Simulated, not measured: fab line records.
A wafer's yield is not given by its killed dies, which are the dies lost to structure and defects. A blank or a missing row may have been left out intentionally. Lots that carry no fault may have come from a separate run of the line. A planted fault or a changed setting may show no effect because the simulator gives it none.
fab line records | flow gf180mcu
record: lots: 7 | wafers: 21 | lastDay: 33
route steps=602 shown V4@494 MIM@503
lots untouched by any fault: they come from a run of this same line in which no faults occurred
startH: the number of hours between the record's first day and the start of the first shown wafer of the lot | waitH: time in hours since the lot's previous step | " as in the row above | L1.1+2: a single row standing in for several wafers | - either no value or no given start | * or withheld: withheld | < > ~ a bound
route shown NAME@n: names a module that has steps shown in the file, with the first one's number in the route | usual: the fault-free wafers' mean and standard deviation | same: alike in all rows | chamber/n: place in a boat | sites: each site's reading | _std_site: the values' standard deviation | _edge_site: outer sites' mean less inner sites' | radiusMm: how far each site lies from the wafer's centre | mask NAME#n: copy n | behind: tool/chamber where the wafer was last shaped | hold: why the lot was held/for how many hours/how that ended | device: names the non-switching transistor (n, p or np) | end of line: the same wafers' tests at the end of the route | for a step that has no rows: nothing shown but its recipe | killed: at the first sort, the dies lost to defects and structure; wafer yield is something else | map: the dies of a wafer, with x for killed, . for not killed, _ for no die there
set.NAME: the setting that was run; set.NAME@STEP: the one run at that earlier step | model.NAME: the simulator's own value behind a step, which no gauge read
a table for each step, a row for each wafer; lots at some steps of the route
services: when a tool's chamber went out of use (startH, in hours from the record's first day, below 0 if earlier), for how many hours, and the reason
== steps ==
step: GF_V4_STRIP_18
recipe: chemistry: O2/N2 | powerW: 1400 | pressureMtorr: 1500 | platenTempC: 250 | o2FlowSccm: 3000 | n2FlowSccm: 300 | overashFraction: 0.5
usual: drypumpMotorCurrentA: 5.5/0.33 | heaterPowerW: 338/35 | oesProductAu: 0.593/0.0051
lot.wafer | tool           | chamber | startH | waitH | drypumpMotorCurrentA | heaterPowerW | oesProductAu | rfHoursCounterH
L990.2    | plasmaAsher-01 | 1       | 599.69 | -     | 5.3                  | 384          | 0.594        | 48
L990.4    | "              | 0       | "      | "     | 5.8                  | 383          | 0.590        | -
L990.5    | "              | 0       | "      | "     | 5.7                  | 367          | 0.588        | -
L991.2    | plasmaAsher-04 | 0       | 608.25 | -     | 5.2                  | 324          | 0.587        | 18
L991.3    | "              | 1       | "      | "     | 6.1                  | 287          | 0.589        | -
L991.4    | "              | 0       | "      | "     | 5.2                  | 335          | 0.586        | -
L997.4    | plasmaAsher-04 | 1       | 658.07 | -     | 6.1                  | 281          | 0.596        | -
L997.5    | "              | 1       | "      | "     | 6.0                  | 280          | 0.592        | -
L997.6    | "              | 0       | "      | "     | 5.2                  | 327          | 0.601        | -
L998.1    | plasmaAsher-01 | 1       | 663.60 | -     | 5.3                  | 378          | 0.588        | 54
L998.2    | "              | 0       | "      | "     | 5.7                  | 371          | 0.603        | 54
L998.4    | "              | 1       | "      | "     | 5.3                  | 382          | 0.591        | -
L999.2    | plasmaAsher-04 | 1       | 672.17 | -     | 6.0                  | 281          | 0.590        | 25
L999.4    | "              | 1       | "      | "     | 6.1                  | 287          | 0.599        | -
L999.6    | "              | 0       | "      | "     | 5.2                  | 329          | 0.597        | -
L101.2    | plasmaAsher-04 | 1       | 688.63 | -     | 6.1                  | 281          | 0.598        | 27
L101.3    | "              | 1       | "      | "     | 6.1                  | 285          | 0.593        | -
L101.5    | "              | 1       | "      | "     | 6.0                  | 279          | 0.590        | -
L104.1    | plasmaAsher-01 | 0       | 702.47 | -     | 5.7                  | 378          | 0.589        | 59
L104.4    | "              | 0       | "      | "     | 5.7                  | 380          | 0.589        | -
L104.5    | "              | 1       | "      | "     | 5.3                  | 387          | 0.591        | -
step: GF_V4_STRIP_19
recipe: chemistry: postEtchResidueRemover | timeS: 1200 | tempC: 72.5
step: GF_V4_CLEAN_20
recipe: chemistry: DIW | dry: n2Spin
step: GF_V4_SPUTTER_21
recipe: material: Ti | targetThkNm: 15 | chamberPressurePa: 5 | powerW: 2500 | substrateTempC: 200 | timeS: 80.02
step: GF_V4_SPUTTER_22
recipe: material: TiN | targetThkNm: 10 | chamberPressurePa: 5 | powerW: 4000 | timeS: 40
usual: cathodeDcPowerW: 3999.9/0.82 | chamberPressurePa: 5.001/0.01 | throttleValvePct: 30.1/1.3
lot.wafer | tool          | chamber | startH | waitH | cathodeDcPowerW | chamberPressurePa | throttleValvePct
L990.2    | pvdSputter-03 | -       | 600.29 | 0.0   | 4000.1          | 5.012             | 30.2
L990.4    | "             | -       | "      | "     | 3999.9          | 4.997             | 31.3
L990.5    | "             | -       | "      | "     | 3997.8          | 5.004             | 31.2
L991.2    | pvdSputter-04 | -       | 608.85 | 0.0   | 3999.5          | 4.998             | 27.2
L991.3    | "             | -       | "      | "     | 4001.0          | 5.003             | 31.1
L991.4    | "             | -       | "      | "     | 4000.0          | 5.005             | 30.1
L997.4    | pvdSputter-02 | -       | 658.63 | 0.0   | 3999.0          | 4.985             | 31.5
L997.5    | "             | -       | "      | "     | 4000.0          | 4.974             | 31.1
L997.6    | "             | -       | "      | "     | 4000.6          | 5.017             | 28.3
L998.1    | pvdSputter-04 | -       | 664.19 | 0.0   | 3999.2          | 4.998             | 29.8
L998.2    | "             | -       | "      | "     | 4000.1          | 5.004             | 26.9
L998.4    | "             | -       | "      | "     | 4001.3          | 4.987             | 30.9
L999.2    | pvdSputter-02 | -       | 672.76 | 0.0   | 3999.7          | 5.009             | 27.9
L999.4    | "             | -       | "      | "     | 4000.9          | 5.010             | 29.9
L999.6    | "             | -       | "      | "     | 3999.2          | 4.974             | 31.1
L101.2    | pvdSputter-02 | -       | 689.23 | 0.0   | 3999.0          | 5.017             | 31.0
L101.3    | "             | -       | "      | "     | 4000.4          | 4.997             | 29.9
L101.5    | "             | -       | "      | "     | 3998.8          | 5.003             | 31.3
L104.1    | pvdSputter-02 | -       | 703.41 | 0.0   | 3999.4          | 4.999             | 28.2
L104.4    | "             | -       | "      | "     | 3999.8          | 4.999             | 31.0
L104.5    | "             | -       | "      | "     | 3999.0          | 4.987             | 28.2
step: GF_V4_CVD_23
recipe: material: W | targetThkNm: 350 | timeS: 104.9 | tempC: 400 | pressureTorr: 40
step: GF_V4_RS_MEAS_24
recipe: thkMeasGauge: four-point-probe | reads: W_of_V4_CVD_23+TiN_of_V4_SPUTTER_22+Ti_of_V4_SPUTTER_21
usual: V4_W_RS: 0.327/0.0035
lot.wafer | tool         | chamber | startH | waitH | V4_W_RS[ohm/sq]
L990.2    | filmMetro-04 | -       | 600.46 | 0.1   | 0.324
L990.4    | "            | -       | "      | "     | 0.332
L990.5    | "            | -       | "      | "     | 0.323
L991.2    | filmMetro-04 | -       | 609.02 | 0.1   | 0.329
L991.3    | "            | -       | "      | "     | 0.326
L991.4    | "            | -       | "      | "     | 0.324
L997.4    | filmMetro-03 | -       | 658.84 | 0.1   | 0.322
L997.5    | "            | -       | "      | "     | 0.327
L997.6    | "            | -       | "      | "     | 0.328
L998.1    | filmMetro-02 | -       | 664.34 | 0.1   | 0.328
L998.2    | "            | -       | "      | "     | 0.329
L998.4    | "            | -       | "      | "     | 0.328
L999.2    | filmMetro-04 | -       | 672.93 | 0.1   | 0.325
L999.4    | "            | -       | "      | "     | 0.324
L999.6    | "            | -       | "      | "     | 0.326
L101.2    | filmMetro-02 | -       | 689.40 | 0.1   | 0.329
L101.3    | "            | -       | "      | "     | 0.328
L101.5    | "            | -       | "      | "     | 0.332
L104.1    | filmMetro-04 | -       | 703.56 | 0.1   | 0.337
L104.4    | "            | -       | "      | "     | 0.333
L104.5    | "            | -       | "      | "     | 0.327
step: GF_V4_THK_MEAS_25
recipe: thkMeasGauge: xrf | reads: W_of_V4_CVD_23
usual: V4_W_THK: 350/4.6
lot.wafer | tool         | chamber | startH | waitH | V4_W_THK[nm]
L990.2    | filmMetro-04 | -       | 600.57 | 0.1   | 354
L990.4    | "            | -       | "      | "     | 340
L990.5    | "            | -       | "      | "     | 353
L991.2    | filmMetro-04 | -       | 609.13 | 0.1   | 347
L991.3    | "            | -       | "      | "     | 348
L991.4    | "            | -       | "      | "     | 353
L997.4    | filmMetro-03 | -       | 658.93 | 0.1   | 356
L997.5    | "            | -       | "      | "     | 348
L997.6    | "            | -       | "      | "     | 349
L998.1    | filmMetro-02 | -       | 664.46 | 0.1   | 354
L998.2    | "            | -       | "      | "     | 353
L998.4    | "            | -       | "      | "     | 354
L999.2    | filmMetro-04 | -       | 673.04 | 0.1   | 353
L999.4    | "            | -       | "      | "     | 355
L999.6    | "            | -       | "      | "     | 353
L101.2    | filmMetro-02 | -       | 689.51 | 0.1   | 348
L101.3    | "            | -       | "      | "     | 350
L101.5    | "            | -       | "      | "     | 348
L104.1    | filmMetro-04 | -       | 703.68 | 0.1   | 338
L104.4    | "            | -       | "      | "     | 341
L104.5    | "            | -       | "      | "     | 347
step: GF_V4_CMP_26
recipe: stopOn: SiO2 | downForcePsi: 3.5 | platenRpm: 60 | tOverpolishS: 15 | targetThkNm: 0 | padVelocityMS: 0.94248
step: GF_MIM_SPUTTER_00
recipe: material: Ti | targetThkNm: 37.5 | arrivingIonEnergyEv: 80 | substrateTempC: 200 | chamberPressurePa: 2 | powerW: 4000 | timeS: 150
usual: cathodeDcPowerW: 3999.9/0.73 | chamberPressurePa: 1.999/0.0042 | throttleValvePct: 30.3/0.99
lot.wafer | tool          | chamber | startH | waitH | cathodeDcPowerW | chamberPressurePa | throttleValvePct
L990.2    | pvdSputter-03 | -       | 600.92 | 0.1   | 3999.8          | 1.995             | 30.0
L990.4    | "             | -       | "      | "     | 3998.6          | 2.003             | 29.8
L990.5    | "             | -       | "      | "     | 3999.2          | 2.009             | 30.0
L991.2    | pvdSputter-02 | -       | 609.48 | 0.2   | 3999.9          | 1.996             | 28.2
L991.3    | "             | -       | "      | "     | 3998.9          | 2.005             | 30.0
L991.4    | "             | -       | "      | "     | 3999.9          | 1.993             | 31.7
L997.4    | pvdSputter-03 | -       | 659.26 | 0.2   | 3999.8          | 2.001             | 29.9
L997.5    | "             | -       | "      | "     | 4000.1          | 1.997             | 31.1
L997.6    | "             | -       | "      | "     | 4000.2          | 1.998             | 30.3
L998.1    | pvdSputter-02 | -       | 664.82 | 0.2   | 3999.8          | 1.998             | 31.1
L998.2    | "             | -       | "      | "     | 3999.0          | 1.993             | 30.0
L998.4    | "             | -       | "      | "     | 3998.7          | 1.998             | 31.6
L999.2    | pvdSputter-03 | -       | 673.39 | 0.2   | 4000.5          | 1.998             | 30.4
L999.4    | "             | -       | "      | "     | 4000.3          | 2.008             | 31.0
L999.6    | "             | -       | "      | "     | 3999.4          | 2.006             | 31.2
L101.2    | pvdSputter-03 | -       | 689.86 | 0.2   | 4000.9          | 2.004             | 30.3
L101.3    | "             | -       | "      | "     | 4000.6          | 1.995             | 31.1
L101.5    | "             | -       | "      | "     | 3999.9          | 1.995             | 30.8
L104.1    | pvdSputter-03 | -       | 704.04 | 0.1   | 4000.0          | 1.997             | 30.2
L104.4    | "             | -       | "      | "     | 3999.4          | 2.003             | 31.1
L104.5    | "             | -       | "      | "     | 3998.4          | 1.999             | 30.1
step: GF_MIM_SPUTTER_01
recipe: material: TiN | targetThkNm: 30 | powerW: 6500 | timeS: 25 | chamberPressurePa: 0.4
step: GF_MIM_SPUTTER_02
recipe: material: AlCu | targetThkNm: 450 | powerW: 10600 | timeS: 23.9 | chamberPressurePa: 0.4
usual: cathodeDcPowerW: 10600/1.9 | chamberPressurePa: 0.3999/0.00072 | throttleValvePct: 30.3/0.98
lot.wafer | tool          | chamber | startH | waitH | cathodeDcPowerW | chamberPressurePa | throttleValvePct
L990.2    | pvdSputter-03 | -       | 601.05 | 0.0   | 10602           | 0.3993            | 30.1
L990.4    | "             | -       | "      | "     | 10599           | 0.4004            | 29.7
L990.5    | "             | -       | "      | "     | 10600           | 0.4004            | 30.0
L991.2    | pvdSputter-02 | -       | 609.61 | 0.0   | 10599           | 0.3994            | 28.2
L991.3    | "             | -       | "      | "     | 10598           | 0.3999            | 30.1
L991.4    | "             | -       | "      | "     | 10601           | 0.3998            | 31.4
L997.4    | pvdSputter-03 | -       | 659.39 | 0.0   | 10601           | 0.4014            | 30.1
L997.5    | "             | -       | "      | "     | 10598           | 0.3992            | 31.0
L997.6    | "             | -       | "      | "     | 10602           | 0.3991            | 30.4
L998.1    | pvdSputter-02 | -       | 664.95 | 0.0   | 10597           | 0.4001            | 31.2
L998.2    | "             | -       | "      | "     | 10601           | 0.4007            | 29.9
L998.4    | "             | -       | "      | "     | 10603           | 0.3995            | 31.6
L999.2    | pvdSputter-03 | -       | 673.52 | 0.0   | 10600           | 0.3999            | 30.1
L999.4    | "             | -       | "      | "     | 10601           | 0.4003            | 30.9
L999.6    | "             | -       | "      | "     | 10598           | 0.4004            | 31.4
L101.2    | pvdSputter-03 | -       | 689.99 | 0.0   | 10599           | 0.3998            | 30.3
L101.3    | "             | -       | "      | "     | 10599           | 0.3995            | 30.8
L101.5    | "             | -       | "      | "     | 10598           | 0.4003            | 30.9
L104.1    | pvdSputter-03 | -       | 704.17 | 0.0   | 10602           | 0.3997            | 30.2
L104.4    | "             | -       | "      | "     | 10604           | 0.4002            | 31.0
L104.5    | "             | -       | "      | "     | 10599           | 0.3986            | 30.0
step: GF_MIM_SPUTTER_03
recipe: material: Ti | targetThkNm: 10 | substrateTempC: 300 | chamberPressurePa: 0.3 | powerW: 3000 | timeS: 6.7
usual: cathodeDcPowerW: 3000.1/0.57 | chamberPressurePa: 0.2999/0.00065 | throttleValvePct: 30.3/0.95
lot.wafer | tool          | chamber | startH | waitH | cathodeDcPowerW | chamberPressurePa | throttleValvePct
L990.2    | pvdSputter-03 | -       | 601.08 | 0.0   | 2999.8          | 0.2997            | 29.9
L990.4    | "             | -       | "      | "     | 2999.6          | 0.3006            | 30.1
L990.5    | "             | -       | "      | "     | 2999.6          | 0.2990            | 30.0
L991.2    | pvdSputter-02 | -       | 609.64 | 0.0   | 3001.3          | 0.3006            | 28.1
L991.3    | "             | -       | "      | "     | 2999.3          | 0.3007            | 30.0
L991.4    | "             | -       | "      | "     | 2999.8          | 0.3000            | 31.5
L997.4    | pvdSputter-03 | -       | 659.42 | 0.0   | -               | -                 | -
L997.5    | "             | -       | "      | "     | -               | -                 | -
L997.6    | "             | -       | "      | "     | -               | -                 | -
L998.1    | pvdSputter-02 | -       | 664.98 | 0.0   | -               | -                 | -
L998.2    | "             | -       | "      | "     | -               | -                 | -
L998.4    | "             | -       | "      | "     | -               | -                 | -
L999.2    | pvdSputter-03 | -       | 673.55 | 0.0   | -               | -                 | -
L999.4    | "             | -       | "      | "     | -               | -                 | -
L999.6    | "             | -       | "      | "     | -               | -                 | -
L101.2    | pvdSputter-03 | -       | 690.02 | 0.0   | 3000.0          | 0.3003            | 29.8
L101.3    | "             | -       | "      | "     | 3001.4          | 0.2993            | 30.9
L101.5    | "             | -       | "      | "     | 3000.1          | 0.2998            | 30.7
L104.1    | pvdSputter-03 | -       | 704.20 | 0.0   | 2999.8          | 0.2996            | 30.2
L104.4    | "             | -       | "      | "     | 3000.2          | 0.2985            | 31.0
L104.5    | "             | -       | "      | "     | 3000.7          | 0.2997            | 30.2
step: GF_MIM_SPUTTER_04
recipe: material: TiN | targetThkNm: 50 | powerW: 6500 | timeS: 41.7 | chamberPressurePa: 0.4
usual: cathodeDcPowerW: 6499.8/1.2 | chamberPressurePa: 0.3999/0.00081 | throttleValvePct: 30.3/0.99
lot.wafer | tool          | chamber | startH | waitH | cathodeDcPowerW | chamberPressurePa | throttleValvePct
L990.2    | pvdSputter-03 | -       | 601.10 | 0.0   | 6502.4          | 0.3991            | 29.9
L990.4    | "             | -       | "      | "     | 6500.6          | 0.3996            | 30.2
L990.5    | "             | -       | "      | "     | 6499.7          | 0.3995            | 30.2
L991.2    | pvdSputter-02 | -       | 609.66 | 0.0   | 6499.8          | 0.3997            | 28.3
L991.3    | "             | -       | "      | "     | 6501.5          | 0.4016            | 30.0
L991.4    | "             | -       | "      | "     | 6498.8          | 0.3995            | 31.7
L997.4    | pvdSputter-03 | -       | 659.44 | 0.0   | 6499.1          | 0.4006            | 30.2
L997.5    | "             | -       | "      | "     | 6500.1          | 0.4007            | 31.0
L997.6    | "             | -       | "      | "     | 6499.5          | 0.4001            | 30.1
L998.1    | pvdSputter-02 | -       | 665.00 | 0.0   | 6498.0          | 0.4005            | 31.1
L998.2    | "             | -       | "      | "     | 6498.7          | 0.4005            | 29.9
L998.4    | "             | -       | "      | "     | 6502.3          | 0.3994            | 31.6
L999.2    | pvdSputter-03 | -       | 673.57 | 0.0   | 6499.1          | 0.3999            | 30.0
L999.4    | "             | -       | "      | "     | 6499.8          | 0.4009            | 31.1
L999.6    | "             | -       | "      | "     | 6498.7          | 0.4006            | 31.0
L101.2    | pvdSputter-03 | -       | 690.04 | 0.0   | 6499.5          | 0.3989            | 30.2
L101.3    | "             | -       | "      | "     | 6499.5          | 0.3986            | 31.1
L101.5    | "             | -       | "      | "     | 6499.2          | 0.4001            | 30.9
L104.1    | pvdSputter-03 | -       | 704.22 | 0.0   | 6501.1          | 0.4010            | 30.2
L104.4    | "             | -       | "      | "     | 6500.7          | 0.3996            | 30.9
L104.5    | "             | -       | "      | "     | 6501.7          | 0.4008            | 30.2
== services ==
tool           | chamber | startH | hours | kind
pvdSputter-02  | -       | 581.17 | 1.5   | repair
plasmaAsher-01 | -       | 618.88 | 1.8   | repair
pvdSputter-03  | -       | 638.32 | 5.5   | repair
pvdSputter-04  | -       | 690.89 | 2.5   | repair
plasmaAsher-04 | -       | 700.66 | 1.1   | repair
== key ==
firstSign: step: GF_MIM_SPUTTER_03 | reading: toolRecord | direction: missing
effect none on later readings
metAt GF_MIM_SPUTTER_03
struckWafers L997.4,L997.5,L997.6,L998.1,L998.2,L998.4,L999.2,L999.4,L999.6
laterRowsLeftOut L997.4,L997.5,L997.6,L998.1,L998.2,L998.4,L999.2,L999.4,L999.6
sortLeftOut L997.4,L997.5,L997.6,L998.1,L998.2,L998.4,L999.2,L999.4,L999.6
onsetBetween 609.64 659.42
fault: kind: skippedStepWhole | tool: pvdSputter-02,pvdSputter-03 | chamber: - | onsetH: 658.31 | steps: GF_MIM_SPUTTER_03 | scope: struckLotsOnly
sortLeftOut: the simulated sort isn't trusted on such a fault, so these wafers' sort isn't shown, and their yield isn't known
laterRowsLeftOut: the simulator's readings of these wafers behind a module that went badly wrong aren't trusted and aren't shown, but for the sort
